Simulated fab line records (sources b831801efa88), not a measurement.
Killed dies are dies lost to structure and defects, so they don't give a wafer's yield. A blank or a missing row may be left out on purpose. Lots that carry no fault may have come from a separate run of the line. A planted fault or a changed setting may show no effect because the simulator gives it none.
Matching of chambers	flow gf180mcu	GF_V4_CMP_04 on cmp-01 has 4 sister chambers
The step polishes SiO2. 8 wafers are shown with their chamber, then 10 later ones without.

== WAFERS PAIRED WITH THEIR CHAMBERS ==
wafer	chamber	motor_current_A (A)	time_to_endpoint_s (s)
L406.5	3	11.6	73
L406.6	2	11.0	79
L407.2	1	12.8	70
L407.5	2	11.5	70
L409.3	1	12.1	81
L409.6	0	11.8	82
L412.1	0	11.3	81
L412.3	3	11.2	77

== WAFERS MISSING THEIR CHAMBER ==
wafer	motor_current_A (A)	time_to_endpoint_s (s)
L412.6	11.5	80
L414.2	11.4	67
L414.3	11.9	73
L414.6	11.7	73
L420.4	11.7	66
L420.6	11.6	71
L422.1	12.3	82
L422.4	11.3	83
L422.5	11.4	88
L421.6	13.1	64

== CHAMBER TAKEN BY EACH ==
wafer	from the rows above	in truth
L412.6	can't be placed: 0 or 3 or 2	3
L414.2	can't be placed: 2 or 3 or 0 or 1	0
L414.3	can't be placed: 3 or 1 or 2 or 0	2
L414.6	can't be placed: 3 or 2 or 0 or 1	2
L420.4	can't be placed: 3 or 2 or 1 or 0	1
L420.6	can't be placed: 3 or 2 or 0 or 1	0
L422.1	can't be placed: 1 or 0 or 3 or 2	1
L422.4	can't be placed: 0 or 3 or 2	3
L422.5	can't be placed: 0 or 3 or 2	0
L421.6	1	1
Correctly placed: 1 of 10. Not placeable from these rows: 9 (in 9, the candidates include the true chamber). 0 placed wrongly.
How it was worked out, from the rows above alone: a wafer's distance from a chamber is the root of the sum, over the readings, of the square of ((its reading less the chamber's mean) divided by the reading's scatter). If the next closest chamber is less than 2 further off than the closest, the wafer can't be placed; otherwise it belongs to the closest. A chamber's mean is the mean of its shown wafers. How the scatter is found: for the shown wafers, subtract from each reading the mean of its chamber, square and add these, divide the total by (wafers less chambers), then take the root.
